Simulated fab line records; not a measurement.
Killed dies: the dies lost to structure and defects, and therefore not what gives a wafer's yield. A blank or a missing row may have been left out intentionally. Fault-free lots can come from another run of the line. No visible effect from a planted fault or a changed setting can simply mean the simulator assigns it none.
Split-lot study || flow gf180mcu || 23 wafers read across 5 lots, on a route 602 steps long

ABOUT THE SPLIT
At GF_VT_IMPLANT_IMPLANT_30, the setting energy kev was moved away from the recipe's 25 on 8 of the 23 wafers read, by -7.8% to +6.9%. For the rest of the wafers, this setting stayed at what the recipe calls for.

FROM THE SPLIT ON TO THE READING: in between, the file shows 1 step
- GF_VT_IMPLANT_STRIP_31: strips in O2/N2

THE READING
VT_IMPLANT_3_TW, at GF_VT_IMPLANT_TW_MEAS_32. A value of 267.4 with a standard deviation of 1.9 is what fault-free wafers of this fab line usually give.

{"wafer": "L074.1", "tool, chamber at the split": "implanter-04, 0", "energy kev as run": 25.74, "against the recipe": "+3.0%", "VT_IMPLANT_3_TW": 273.5, "against lot-mates on the recipe": "+1.1"}
{"wafer": "L074.2", "tool, chamber at the split": "implanter-04, 0", "energy kev as run": 25, "against the recipe": "recipe", "VT_IMPLANT_3_TW": 272.5, "against lot-mates on the recipe": "-"}
{"wafer": "L074.3", "tool, chamber at the split": "implanter-04, 0", "energy kev as run": 25.74, "against the recipe": "+3.0%", "VT_IMPLANT_3_TW": 272.3, "against lot-mates on the recipe": -0.1}
{"wafer": "L074.4", "tool, chamber at the split": "implanter-04, 0", "energy kev as run": 25, "against the recipe": "recipe", "VT_IMPLANT_3_TW": 272.4, "against lot-mates on the recipe": "-"}
{"wafer": "L074.5", "tool, chamber at the split": "implanter-04, 0", "energy kev as run": 25.74, "against the recipe": "+3.0%", "VT_IMPLANT_3_TW": 273.6, "against lot-mates on the recipe": "+1.2"}
{"wafer": "L075.2", "tool, chamber at the split": "implanter-04, 0", "energy kev as run": 26.73, "against the recipe": "+6.9%", "VT_IMPLANT_3_TW": 270.7, "against lot-mates on the recipe": "+4.2"}
{"wafer": "L075.3", "tool, chamber at the split": "implanter-04, 0", "energy kev as run": 26.73, "against the recipe": "+6.9%", "VT_IMPLANT_3_TW": 271.1, "against lot-mates on the recipe": "+4.6"}
{"wafer": "L075.4", "tool, chamber at the split": "implanter-04, 0", "energy kev as run": 26.73, "against the recipe": "+6.9%", "VT_IMPLANT_3_TW": 268.3, "against lot-mates on the recipe": "+1.8"}
{"wafer": "L075.5", "tool, chamber at the split": "implanter-04, 0", "energy kev as run": 25, "against the recipe": "recipe", "VT_IMPLANT_3_TW": 266.6, "against lot-mates on the recipe": "-"}
{"wafer": "L075.6", "tool, chamber at the split": "implanter-04, 0", "energy kev as run": 25, "against the recipe": "recipe", "VT_IMPLANT_3_TW": 266.4, "against lot-mates on the recipe": "-"}
{"wafer": "L082.1", "tool, chamber at the split": "implanter-03, 0", "energy kev as run": 25, "against the recipe": "recipe", "VT_IMPLANT_3_TW": 266.2, "against lot-mates on the recipe": "-"}
{"wafer": "L082.2", "tool, chamber at the split": "implanter-03, 0", "energy kev as run": 23.05, "against the recipe": "-7.8%", "VT_IMPLANT_3_TW": 262.6, "against lot-mates on the recipe": -3.5}
{"wafer": "L082.3", "tool, chamber at the split": "implanter-03, 0", "energy kev as run": 25, "against the recipe": "recipe", "VT_IMPLANT_3_TW": 266.6, "against lot-mates on the recipe": "-"}
{"wafer": "L082.4", "tool, chamber at the split": "implanter-03, 0", "energy kev as run": 25, "against the recipe": "recipe", "VT_IMPLANT_3_TW": 265.6, "against lot-mates on the recipe": "-"}
{"wafer": "L082.5", "tool, chamber at the split": "implanter-03, 0", "energy kev as run": 23.05, "against the recipe": "-7.8%", "VT_IMPLANT_3_TW": 261.4, "against lot-mates on the recipe": -4.7}
{"wafer": "L084.1", "tool, chamber at the split": "implanter-03, 0", "energy kev as run": 25, "against the recipe": "recipe", "VT_IMPLANT_3_TW": 265.9, "against lot-mates on the recipe": "-"}
{"wafer": "L084.2", "tool, chamber at the split": "implanter-03, 0", "energy kev as run": 25, "against the recipe": "recipe", "VT_IMPLANT_3_TW": 265.6, "against lot-mates on the recipe": "-"}
{"wafer": "L084.4", "tool, chamber at the split": "implanter-03, 0", "energy kev as run": 25, "against the recipe": "recipe", "VT_IMPLANT_3_TW": 266.7, "against lot-mates on the recipe": "-"}
{"wafer": "L084.5", "tool, chamber at the split": "implanter-03, 0", "energy kev as run": 25, "against the recipe": "recipe", "VT_IMPLANT_3_TW": 266.3, "against lot-mates on the recipe": "-"}
{"wafer": "L084.6", "tool, chamber at the split": "implanter-03, 0", "energy kev as run": 25, "against the recipe": "recipe", "VT_IMPLANT_3_TW": 265.7, "against lot-mates on the recipe": "-"}
{"wafer": "L085.1", "tool, chamber at the split": "implanter-02, 0", "energy kev as run": 25, "against the recipe": "recipe", "VT_IMPLANT_3_TW": 270.0, "against lot-mates on the recipe": "-"}
{"wafer": "L085.3", "tool, chamber at the split": "implanter-02, 0", "energy kev as run": 25, "against the recipe": "recipe", "VT_IMPLANT_3_TW": 269.9, "against lot-mates on the recipe": "-"}
{"wafer": "L085.5", "tool, chamber at the split": "implanter-02, 0", "energy kev as run": 25, "against the recipe": "recipe", "VT_IMPLANT_3_TW": 269.1, "against lot-mates on the recipe": "-"}

THE FIT
A straight line over all 23 wafers: VT_IMPLANT_3_TW changes by +0.63 for each +1% of energy kev; r = +0.67; the points scatter about the line by 2.6.
The same after taking each lot's own level away (the mean of its wafers on the recipe; 23 wafers): +0.499 for each +1%; r = +0.94; scatter 0.69.
According to that fit, moving energy kev by its largest amount changes the reading by 3.9.
From 266.04 to 272.45: that is the span of the lots' own levels, equal to 3.4 times the standard deviation above.
So the lot-to-lot level blurs the effect unless lot-mates are compared.
Check: with one of the wafers moved furthest among these (-7.8%) left out of the fit, the line predicts -4.2 for it against its lot-mates. It came out at -3.53 against them.

ADDITIONAL SPLITS CARRIED BY THESE WAFERS
These wafers also went through other splits before the reading. Each is held against what the fit with the lots' levels taken away leaves over:
{"other split on the same wafers": "GF_STI_OXIDATION_01 temp c", "wafers away from the commonest value": 10, "r with VT_IMPLANT_3_TW (lot level and that fit taken away)": -0.03}
{"other split on the same wafers": "GF_NWELL_COAT_02 resist thk nm", "wafers away from the commonest value": 10, "r with VT_IMPLANT_3_TW (lot level and that fit taken away)": -0.03}
{"other split on the same wafers": "GF_NWELL_IMPLANT_08 energy kev", "wafers away from the commonest value": 10, "r with VT_IMPLANT_3_TW (lot level and that fit taken away)": -0.05}
{"other split on the same wafers": "GF_MVSD_IMPLANT_08 dose cm2", "wafers away from the commonest value": 8, "r with VT_IMPLANT_3_TW (lot level and that fit taken away)": -0.33}
{"other split on the same wafers": "GF_MVPSD_IMPLANT_09 energy kev", "wafers away from the commonest value": 10, "r with VT_IMPLANT_3_TW (lot level and that fit taken away)": "+0.04"}
{"other split on the same wafers": "GF_VT_IMPLANT_COAT_24 spin rpm", "wafers away from the commonest value": 8, "r with VT_IMPLANT_3_TW (lot level and that fit taken away)": "+0.27"}

THE WHOLE CHAIN: every reading that the file lists as answering this split, in the file's order
{"step": "GF_VT_IMPLANT_IMPLANT_30", "what it does": "", "reading": "implant.rp nm (the simulator's own value, which no gauge read)", "change (the file's fit)": "+0.819 nm for each +1% of the setting", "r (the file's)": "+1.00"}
{"step": "GF_VT_IMPLANT_IMPLANT_30", "what it does": "", "reading": "implant.drp nm (the simulator's own value, which no gauge read)", "change (the file's fit)": "+0.412 nm for each +1% of the setting", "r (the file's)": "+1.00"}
{"step": "GF_VT_IMPLANT_TW_MEAS_32", "what it does": "", "reading": "VT_IMPLANT_3_TW", "change (the file's fit)": "+0.502 for each +1% of the setting", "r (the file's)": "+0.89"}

FILE'S OWN FIT
VT_IMPLANT_3_TW changes by +0.502 for each +1% of energy kev, r = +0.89.
